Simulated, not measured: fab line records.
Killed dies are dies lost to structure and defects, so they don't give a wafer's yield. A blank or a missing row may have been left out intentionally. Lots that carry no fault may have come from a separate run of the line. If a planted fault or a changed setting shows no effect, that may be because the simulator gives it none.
One fault through the eyes of 2 desks / flow sky130 / each desk has only its own numbers; what lay behind them comes last

## FROM THE METROLOGY DESK
Lot by lot, what the gauges showed, no matter which tool ran the lot: averages of those sampled wafers that carry a number. The brackets show how far a lot's mean lies from the usual mean; more than 4 standard deviations puts the lot out of limits, marked OUT.
Columns: A = VIA3_HDPCVD_THK at SKY_VIA3_THK_MEAS_01, usual 1634 nm; B = PASSIVATION_CVD_02_THK at SKY_PASSIVATION_THK_MEAS_03, usual 539 nm
lot=L980; first seen here=day 38 14:21; A=1649; B=533
lot=L981; first seen here=day 38 18:29; A=1643; B=543
lot=L985; first seen here=day 40 14:32; A=1637; B=535
lot=L984; first seen here=day 40 20:12; A=1644; B=535
lot=L983; first seen here=day 40 20:52; A=1637; B=539
lot=L986; first seen here=day 41 02:02; A=1626; B=538
lot=L988; first seen here=day 41 02:13; A=1634; B=541
lot=L989; first seen here=day 42 09:45; A=1624; B=541
lot=L990; first seen here=day 42 10:06; A=1635; B=538
lot=L991; first seen here=day 42 12:42; A=1649; B=543
lot=L998; first seen here=day 43 14:44; A=1632; B=543
lot=L103; first seen here=day 44 20:03; A=1631; B=539
This desk's finding: nothing out of limits on any of the 12 lots.

## TOOL OWNER'S DESK, rieDiel-01
The tool's own readings at SKY_PAD_OPEN_ETCH_07 (etches the open film in CF4/O2, stops on AlCu, target depth 725 nm, time 161.1 s): means of the sampled wafers that have a number, for each lot that ran on this tool. The brackets show how far a lot's mean lies from the usual mean; more than 4 standard deviations puts the lot out of limits, marked OUT.
Columns: A = biasW at SKY_PAD_OPEN_ETCH_07, usual 149.9 W; B = drypumpMotorCurrentA at SKY_PAD_OPEN_ETCH_07, usual 5.6 A; C = oesProductAu at SKY_PAD_OPEN_ETCH_07, usual 0.975 a.u.; D = throttleValvePct at SKY_PAD_OPEN_ETCH_07, usual 5.963 %
lot=L981; first seen here=day 45 21:16; A=150.3; B=5.4; C=0.981; D=5.962
lot=L985; first seen here=day 47 09:07; A=149.5; B=5.2; C=0.971; D=5.968
lot=L984; first seen here=day 47 12:37; A=143.0 (-16) OUT; B=5.4; C=0.966; D=5.960
lot=L986; first seen here=day 47 17:04; A=142.7 (-16) OUT; B=5.2; C=0.970; D=5.962
lot=L988; first seen here=day 47 20:01; A=142.8 (-16) OUT; B=5.6; C=0.974; D=5.962
Finding of this desk: L984, L986, L988 out of limits; the first was L984 at day 47 12:37, on biasW at SKY_PAD_OPEN_ETCH_07. L981, L985 stayed within limits.

## PUT TOGETHER
At day 47 12:37, on L984, L986, L988, the tool owner's desk was in a position to raise an alarm.
From the metrology desk's view, nothing was out of limits.
The metrology desk holds a record of L984, L986, L988, inside its limits.
On rieDiel-01, each named lot ran SKY_PAD_OPEN_ETCH_07.

## WHAT WAS PUT IN BY THE SIMULATOR
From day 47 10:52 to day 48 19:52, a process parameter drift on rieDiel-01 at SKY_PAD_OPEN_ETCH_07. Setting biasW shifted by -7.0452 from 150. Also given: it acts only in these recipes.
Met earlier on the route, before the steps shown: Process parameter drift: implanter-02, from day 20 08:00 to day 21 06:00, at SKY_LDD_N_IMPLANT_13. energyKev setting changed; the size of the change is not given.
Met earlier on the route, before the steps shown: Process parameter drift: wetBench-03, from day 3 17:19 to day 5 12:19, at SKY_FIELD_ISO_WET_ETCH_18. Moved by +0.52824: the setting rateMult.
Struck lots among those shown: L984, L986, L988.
How many hours passed from the start of the fault until each desk's first out-of-limits reading: the tool owner's desk, 2.
